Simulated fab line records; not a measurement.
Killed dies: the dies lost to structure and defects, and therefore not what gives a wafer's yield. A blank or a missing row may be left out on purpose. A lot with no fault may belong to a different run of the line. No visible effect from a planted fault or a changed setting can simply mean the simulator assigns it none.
A struck lot beside a sound one -- flow sfq line -- 24 out of 325 route steps
Sound: the wafers L960.3, L960.5, L960.6. Wafers struck: L969.1, L969.2, L969.4. The cause is named last.
At each step with rows: each side's tool, then ch and its chambers, then its first start. Under that, the readings that differ: sound wafers -- struck wafers -- difference of the means -- sigmas: that difference in standard deviations of wafers without a fault.
alike: a reading whose means differ by less than 2 such deviations, as well as words and numbers matching on both sides. not compared: withheld readings; readings where some wafer has no value; bounds like >300 that might hide an equal value; numbers whose values overlap and for which the record gives no deviation.
Wherever a step has rows on one side only, a row that says differs or no value, or a row with sigmas, the two part there. Non-overlapping numbers with no deviation appear without sigmas and do not part them. Lack of a reading on every wafer of one side parts them only where that side has two or more wafers.

first, 1 step without rows for these wafers: SFQ_TRILAYER_M3_STRIP_SOLV_CLEAN_080 (cleans in NMP, time 600 s).
SFQ_TRILAYER_I3_DEP_PECVD_081: deposits SiO2 from SiH4/N2O, time 111.11 s, target thk 500 nm.
  sound on pecvd-02 ch 0,1,2, day 36 08:56; struck on pecvd-03 ch 0,1,2, day 39 12:57
  alike: heater power w, throttle valve pct
SFQ_TRILAYER_I3_CMP_CMP_082: polishes SiO2.
  sound on cmp-02 ch 0,1,2, day 36 10:31; struck on cmp-01 ch 1,2,3, day 40 01:42
  alike: motor current A, time to endpoint s
SFQ_I3_BOW_MEAS_922:
  sound on film metro-03 at day 36 12:04; struck on film metro-02 at day 40 04:42
  alike: I3_BOW
SFQ_TRILAYER_I3_METRO_MEASURE_083:
  sound on film metro-03 at day 36 12:32; struck on film metro-02 at day 40 04:49
  alike: thk nm
then, 6 steps without rows for these wafers: SFQ_TRILAYER_I3_VIA_LITHO_COAT_090 (resist thk 62 nm); SFQ_TRILAYER_I3_VIA_LITHO_COAT_085 (resist thk 650 nm); SFQ_TRILAYER_I3_VIA_LITHO_SOFTBAKE_089; SFQ_TRILAYER_I3_VIA_LITHO_EXPOSE_086 (exposes mask I3, target cd 500 nm); SFQ_TRILAYER_I3_VIA_LITHO_PEB_088 (peb time 60 s); SFQ_TRILAYER_I3_VIA_LITHO_DEVELOP_087 (time 60 s).
SFQ_I3_OVL_MEAS_923:
  sound on overlay-02 at day 36 15:36; struck on overlay-01 at day 40 08:44
  alike: I3_OVL
SFQ_TRILAYER_I3_VIA_BARC_OPEN_VIA_ETCH_121: etches BARC in O2, target depth 125 nm, time 41.7 s.
  sound on rie diel-01 ch 0,2,3, day 36 15:37; struck on rie diel-01 ch 0,1,3, day 40 08:46
  no value came back on the struck wafers for bias w (W), chamber pressure mTorr (mTorr), drypump motor current A (A), oes product au (a.u.); on the sound wafers bias w (W) reads 77.04 77.23 77.57
reading,sound,struck,difference,sigmas
model.KrF_of_TRILAYER_I3_VIA_LITHO_COAT_085.thk nm (nm),572.2 572 572.8,625 621.8 622.5,+51,
  not compared: rf hours counter h
SFQ_TRILAYER_I3_VIA_ETCH_VIA_ETCH_088: etches SiO2 in CHF3, stops on Nb, target depth 260 nm.
  sound on rie diel-01 ch 0,2,3, day 36 15:40; struck on rie diel-01 ch 0,1,3, day 40 08:49
reading,sound,struck,difference,sigmas
oes product au (a.u.),0.853 0.851 0.854,0.372 0.383 0.383,-0.473,-95
model.KrF_of_TRILAYER_I3_VIA_LITHO_COAT_085.thk nm (nm),527.8 527.5 527.4,580.1 576.9 577.6,+50.6,
  alike: bias w, chamber pressure mTorr, drypump motor current A
SFQ_TRILAYER_I3_VIA_STRIP_STRIP_089: strips in O2.
  sound on rie metal-02 ch 1, day 36 16:11; struck on rie metal-04 ch 0,1, day 40 08:55
  alike: chamber pressure mTorr, drypump motor current A, oes product au
  not compared: rf hours counter h
then, 2 steps without rows for these wafers: SFQ_TRILAYER_I3_VIA_STRIP_SOLV_CLEAN_090 (cleans in NMP, time 600 s); SFQ_TRILAYER_M4_DEP_PRE_CLEAN_092 (time 22.5 s).
SFQ_TRILAYER_M4_DEP_SPUTTER_091: material Nb, target thk 200 nm, time 133.3 s.
  sound on pvd sputter-03 at day 36 17:11; struck on pvd sputter-05 at day 40 09:46
  alike: throttle valve pct
SFQ_M4_RS_MEAS_924: uses a four-point probe to measure.
  sound on film metro-02 at day 36 17:19; struck on film metro-02 at day 40 09:51
  alike: M4_NB_RS
then, 3 steps without rows for these wafers: SFQ_TRILAYER_M4_LITHO_COAT_098 (resist thk 62 nm); SFQ_TRILAYER_M4_LITHO_COAT_093 (resist thk 600 nm); SFQ_TRILAYER_M4_LITHO_SOFTBAKE_097.
-- the record jumps here: 6 days lie between the struck wafers' starts before and after --
SFQ_TRILAYER_M4_LITHO_EXPOSE_094: exposes mask M4, target cd 500 nm.
  struck on krf scanner-01, day 46 03:11; sound on krf scanner-02 ch 0, day 36 19:53
  no value came back on the struck wafers for exposure dose mJ cm2, focus offset nm (nm); on the sound wafers exposure dose mJ cm2 reads 14.390 14.387 14.397
  alike: mask
then, 1 step without rows for these wafers: SFQ_TRILAYER_M4_LITHO_PEB_096 (peb time 60 s).

WHERE THEY PART
First at SFQ_TRILAYER_I3_VIA_BARC_OPEN_VIA_ETCH_121; last, within this record, at SFQ_TRILAYER_M4_LITHO_EXPOSE_094.

WHY: what the simulator had put in
Skipped step whole: rie diel-01, from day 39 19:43 on, at SFQ_TRILAYER_I3_VIA_BARC_OPEN_VIA_ETCH_121. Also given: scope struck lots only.
